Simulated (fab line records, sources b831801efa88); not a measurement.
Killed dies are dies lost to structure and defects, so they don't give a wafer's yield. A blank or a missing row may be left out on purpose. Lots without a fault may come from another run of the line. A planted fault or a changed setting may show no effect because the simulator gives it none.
One fault seen from 2 desks | flow sky130 | each desk has only its own numbers; what lay behind them comes last

THE METROLOGY DESK
What the gauges read, lot by lot, whatever tool the lot ran on: means of the sampled wafers that have a number. A lot is out of limits, marked OUT, if its mean lies more than 4 standard deviations from the usual mean; the brackets give that distance.
Columns: A = LI_CONTACT_OVL at SKY_LI_CONTACT_OVL_MEAS_13, usual 0 nm
lot  | first seen here | A
L214 | day 29 23:48    | -4
L215 | day 30 05:29    | 2
L216 | day 30 19:33    | -5
L218 | day 31 01:56    | 7
L219 | day 31 04:04    | 2
L222 | day 32 09:22    | 3
L223 | day 32 14:23    | -1
L224 | day 32 18:53    | 11
L226 | day 33 03:34    | 3
L227 | day 33 23:08    | 4
L231 | day 34 16:31    | 3
L230 | day 34 19:16    | 6
L237 | day 36 14:19    | 4
This desk's finding: nothing out of limits on any of the 13 lots.

THE TOOL OWNER'S DESK: wet_bench-03
The tool's own readings at SKY_GATE_OXIDE_CLEAN_15 (cleans in SC1/SC2, time 150 s): means of the sampled wafers that have a number, for each lot that ran on this tool. A lot is out of limits, marked OUT, if its mean lies more than 4 standard deviations from the usual mean; the brackets give that distance.
Columns: A = run_length_s at SKY_GATE_OXIDE_CLEAN_15, usual 177 s
lot  | first seen here | A
L214 | day 14 18:46    | 183
L215 | day 14 23:42    | 175
L216 | day 15 10:22    | 182
L218 | day 15 15:30    | 182
L222 | day 17 02:57    | 174
L224 | day 17 11:44    | 176
L226 | day 18 01:28    | 175
L231 | day 19 22:10    | 42 (-40) OUT
This desk's finding: out of limits on L231; first on L231, day 19 22:10 (run_length_s at SKY_GATE_OXIDE_CLEAN_15). In limits: L214, L215, L216, L218, L222, L224, L226.

PUT TOGETHER
The tool owner's desk could have raised an alarm at day 19 22:10, on L231.
The metrology desk saw nothing out of limits.
The metrology desk has L231 on record, within its limits.
Of the lots named, all ran SKY_GATE_OXIDE_CLEAN_15 on wet_bench-03.

WHAT THE SIMULATOR HAD PUT IN
Process parameter drift: wet_bench-03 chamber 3, from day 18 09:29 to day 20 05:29, at SKY_GATE_OXIDE_CLEAN_15. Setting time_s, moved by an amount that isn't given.
Lots struck among those shown: L231.
Hours from the fault's start to each desk's first reading out of limits: the tool owner's desk, 37.
